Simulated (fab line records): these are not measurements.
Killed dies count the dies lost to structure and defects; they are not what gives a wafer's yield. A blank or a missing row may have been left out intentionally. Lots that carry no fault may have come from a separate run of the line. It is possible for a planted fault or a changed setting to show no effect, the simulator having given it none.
The tool behind it: which one? / flow sfq_line / 13 lots, 38 wafers sampled, at 3 steps of a route of 325

== WHAT EACH GAUGE READ, for each wafer ==
Not one reading of a measure or inspect step in the record can be checked against a usual standard deviation.

== WHICH TOOL RAN EACH LOT (tool, then ch and the chambers of the sampled wafers, then the start) ==
lot=L942; SFQ_TRILAYER_I2_CMP_CMP_064=cmp-02 ch 1,3, day 16 18:31; SFQ_TRILAYER_I2_METRO_MEASURE_065=film_metro-01, day 16 21:38; SFQ_TRILAYER_I2_VIA_ETCH_VIA_ETCH_070=rie_diel-04 ch 0,1,2, day 22 21:19
lot=L944; SFQ_TRILAYER_I2_CMP_CMP_064=cmp-02 ch 0,2,3, day 17 11:45; SFQ_TRILAYER_I2_METRO_MEASURE_065=film_metro-01, day 17 14:22; SFQ_TRILAYER_I2_VIA_ETCH_VIA_ETCH_070=rie_diel-03 ch 0,2, day 23 18:55
lot=L945; SFQ_TRILAYER_I2_CMP_CMP_064=cmp-01 ch 0,1,2, day 17 18:58; SFQ_TRILAYER_I2_METRO_MEASURE_065=film_metro-03, day 17 20:35; SFQ_TRILAYER_I2_VIA_ETCH_VIA_ETCH_070=rie_diel-04 ch 1,2,3, day 24 02:07
lot=L947; SFQ_TRILAYER_I2_CMP_CMP_064=cmp-02 ch 1,2,3, day 18 18:53; SFQ_TRILAYER_I2_METRO_MEASURE_065=film_metro-03, day 18 22:00; SFQ_TRILAYER_I2_VIA_ETCH_VIA_ETCH_070=rie_diel-04 ch 1,2,3, day 25 10:37
lot=L948; SFQ_TRILAYER_I2_CMP_CMP_064=cmp-02 ch 1,2,3, day 19 04:28; SFQ_TRILAYER_I2_METRO_MEASURE_065=film_metro-03, day 19 07:35; SFQ_TRILAYER_I2_VIA_ETCH_VIA_ETCH_070=rie_diel-04 ch 0,1,3, day 25 23:49
lot=L949; SFQ_TRILAYER_I2_CMP_CMP_064=cmp-02 ch 1,2,3, day 19 14:58; SFQ_TRILAYER_I2_METRO_MEASURE_065=film_metro-01, day 19 17:11; SFQ_TRILAYER_I2_VIA_ETCH_VIA_ETCH_070=rie_diel-04 ch 0,1,3, day 26 05:49
lot=L956; SFQ_TRILAYER_I2_CMP_CMP_064=cmp-02 ch 0,1, day 23 07:22; SFQ_TRILAYER_I2_METRO_MEASURE_065=film_metro-03, day 23 09:17; SFQ_TRILAYER_I2_VIA_ETCH_VIA_ETCH_070=rie_diel-01 ch 0,3, day 29 11:10
lot=L959; SFQ_TRILAYER_I2_CMP_CMP_064=cmp-01 ch 0,2,3, day 24 18:10; SFQ_TRILAYER_I2_METRO_MEASURE_065=film_metro-02, day 24 21:17; SFQ_TRILAYER_I2_VIA_ETCH_VIA_ETCH_070=rie_diel-01 ch 1,2,3, day 30 18:19
lot=L960; SFQ_TRILAYER_I2_CMP_CMP_064=cmp-01 ch 1,3, day 24 21:40; SFQ_TRILAYER_I2_METRO_MEASURE_065=film_metro-03, day 25 00:29; SFQ_TRILAYER_I2_VIA_ETCH_VIA_ETCH_070=rie_diel-01 ch 1,2,3, day 30 23:07
lot=L961; SFQ_TRILAYER_I2_CMP_CMP_064=cmp-01 ch 0,1,3, day 25 07:10; SFQ_TRILAYER_I2_METRO_MEASURE_065=film_metro-02, day 25 10:17; SFQ_TRILAYER_I2_VIA_ETCH_VIA_ETCH_070=rie_diel-01 ch 1,2,3, day 31 08:43
lot=L962; SFQ_TRILAYER_I2_CMP_CMP_064=cmp-01 ch 0,2, day 25 21:23; SFQ_TRILAYER_I2_METRO_MEASURE_065=film_metro-03, day 26 00:30; SFQ_TRILAYER_I2_VIA_ETCH_VIA_ETCH_070=rie_diel-03 ch 1,2, day 31 21:55
lot=L963; SFQ_TRILAYER_I2_CMP_CMP_064=cmp-02 ch 0,2, day 25 23:41; SFQ_TRILAYER_I2_METRO_MEASURE_065=film_metro-02, day 26 02:18; SFQ_TRILAYER_I2_VIA_ETCH_VIA_ETCH_070=rie_diel-03 ch 1,2,3, day 32 01:31
lot=L965; SFQ_TRILAYER_I2_CMP_CMP_064=cmp-02 ch 1,2, day 26 20:37; SFQ_TRILAYER_I2_METRO_MEASURE_065=film_metro-02, day 26 23:56; SFQ_TRILAYER_I2_VIA_ETCH_VIA_ETCH_070=rie_diel-01 ch 0,2,3, day 33 01:20
- SFQ_TRILAYER_I2_CMP_CMP_064: polishes SiO2.
- SFQ_TRILAYER_I2_METRO_MEASURE_065
- SFQ_TRILAYER_I2_VIA_ETCH_VIA_ETCH_070: etches SiO2 in CHF3, stops on Nb, target depth 260 nm.

== WHAT THE TOOLS THEMSELVES READ (means of the sampled wafers that have a number; where no wafer has one, the mark that the record gives instead) ==
SFQ_TRILAYER_I2_CMP_CMP_064. Usual: motor_current_A 10.2 A, standard deviation 0.79; time_to_endpoint_s 214 s, standard deviation 8.
lot=L942; tool=cmp-02; motor_current_A (A)=11.1; time_to_endpoint_s (s)=216; flag=
lot=L944; tool=cmp-02; motor_current_A (A)=10.2; time_to_endpoint_s (s)=222; flag=
lot=L945; tool=cmp-01; motor_current_A (A)=10.2; time_to_endpoint_s (s)=214; flag=
lot=L947; tool=cmp-02; motor_current_A (A)=10.4; time_to_endpoint_s (s)=208; flag=
lot=L948; tool=cmp-02; motor_current_A (A)=10.0; time_to_endpoint_s (s)=206; flag=
lot=L949; tool=cmp-02; motor_current_A (A)=10.3; time_to_endpoint_s (s)=207; flag=
lot=L956; tool=cmp-02; motor_current_A (A)=9.7; time_to_endpoint_s (s)=214; flag=
lot=L959; tool=cmp-01; motor_current_A (A)=10.0; time_to_endpoint_s (s)=216; flag=
lot=L960; tool=cmp-01; motor_current_A (A)=10.6; time_to_endpoint_s (s)=210; flag=
lot=L961; tool=cmp-01; motor_current_A (A)=10.0; time_to_endpoint_s (s)=216; flag=
lot=L962; tool=cmp-01; motor_current_A (A)=9.8; time_to_endpoint_s (s)=208; flag=
lot=L963; tool=cmp-02; motor_current_A (A)=9.7; time_to_endpoint_s (s)=215; flag=
lot=L965; tool=cmp-02; motor_current_A (A)=9.9; time_to_endpoint_s (s)=213; flag=

SFQ_TRILAYER_I2_METRO_MEASURE_065. Usual: thk_nm 199.9 nm, standard deviation 1.1.
lot=L942; tool=film_metro-01; thk_nm (nm)=201.4; flag=
lot=L944; tool=film_metro-01; thk_nm (nm)=201.5; flag=
lot=L945; tool=film_metro-03; thk_nm (nm)=200.1; flag=
lot=L947; tool=film_metro-03; thk_nm (nm)=199.2; flag=
lot=L948; tool=film_metro-03; thk_nm (nm)=200.5; flag=
lot=L949; tool=film_metro-01; thk_nm (nm)=199.5; flag=
lot=L956; tool=film_metro-03; thk_nm (nm)=209.2; flag=OFF
lot=L959; tool=film_metro-02; thk_nm (nm)=201.2; flag=
lot=L960; tool=film_metro-03; thk_nm (nm)=199.3; flag=
lot=L961; tool=film_metro-02; thk_nm (nm)=199.2; flag=
lot=L962; tool=film_metro-03; thk_nm (nm)=199.5; flag=
lot=L963; tool=film_metro-02; thk_nm (nm)=200.8; flag=
lot=L965; tool=film_metro-02; thk_nm (nm)=199.5; flag=

SFQ_TRILAYER_I2_VIA_ETCH_VIA_ETCH_070. Usual: drypump_motor_current_A 5.9 A, standard deviation 0.63; oes_product_au 0.855 a.u., standard deviation 0.005; rf_fwd_power_W 497.8 W, standard deviation 1.5.
lot=L942; tool=rie_diel-04; drypump_motor_current_A (A)=6.0; oes_product_au (a.u.)=0.856; rf_fwd_power_W (W)=496.9; flag=
lot=L944; tool=rie_diel-03; drypump_motor_current_A (A)=4.9; oes_product_au (a.u.)=0.859; rf_fwd_power_W (W)=499.1; flag=
lot=L945; tool=rie_diel-04; drypump_motor_current_A (A)=6.1; oes_product_au (a.u.)=0.854; rf_fwd_power_W (W)=498.2; flag=
lot=L947; tool=rie_diel-04; drypump_motor_current_A (A)=6.1; oes_product_au (a.u.)=0.853; rf_fwd_power_W (W)=497.2; flag=
lot=L948; tool=rie_diel-04; drypump_motor_current_A (A)=6.1; oes_product_au (a.u.)=0.855; rf_fwd_power_W (W)=498.1; flag=
lot=L949; tool=rie_diel-04; drypump_motor_current_A (A)=6.1; oes_product_au (a.u.)=0.850; rf_fwd_power_W (W)=497.0; flag=
lot=L956; tool=rie_diel-01; drypump_motor_current_A (A)=5.9; oes_product_au (a.u.)=0.881; rf_fwd_power_W (W)=498.2; flag=OFF
lot=L959; tool=rie_diel-01; drypump_motor_current_A (A)=5.5; oes_product_au (a.u.)=0.858; rf_fwd_power_W (W)=498.1; flag=
lot=L960; tool=rie_diel-01; drypump_motor_current_A (A)=5.5; oes_product_au (a.u.)=0.855; rf_fwd_power_W (W)=497.3; flag=
lot=L961; tool=rie_diel-01; drypump_motor_current_A (A)=5.5; oes_product_au (a.u.)=0.855; rf_fwd_power_W (W)=497.5; flag=
lot=L962; tool=rie_diel-03; drypump_motor_current_A (A)=5.4; oes_product_au (a.u.)=0.854; rf_fwd_power_W (W)=498.3; flag=
lot=L963; tool=rie_diel-03; drypump_motor_current_A (A)=5.8; oes_product_au (a.u.)=0.856; rf_fwd_power_W (W)=497.5; flag=
lot=L965; tool=rie_diel-01; drypump_motor_current_A (A)=5.8; oes_product_au (a.u.)=0.851; rf_fwd_power_W (W)=498.4; flag=

== THE ANSWER, worked out from the rows above alone ==
Rule: take the mean of a lot's wafers that have a number; if it is more than 3 standard deviations from the usual mean, the lot is off. Also off: a lot with no number at a reading for which 4 or more lots have one. All remaining lots with rows at the step are treated as sound. The gauges are gone through in route order, then the tools' own readings, and for those a lot's mean is taken as printed above. The first step at which some lot is off is used, and at that step the reading that is off furthest; a lot without a number counts as furthest.
Off: L956 (SFQ_TRILAYER_I2_METRO_MEASURE_065, thk_nm).
If a tool, at that step or one of the process steps before it, ran each lot that is off and ran no sound lot following the first of them, it fits. No candidate that was tried fits.

== WHAT THE SIMULATOR PUT IN ==
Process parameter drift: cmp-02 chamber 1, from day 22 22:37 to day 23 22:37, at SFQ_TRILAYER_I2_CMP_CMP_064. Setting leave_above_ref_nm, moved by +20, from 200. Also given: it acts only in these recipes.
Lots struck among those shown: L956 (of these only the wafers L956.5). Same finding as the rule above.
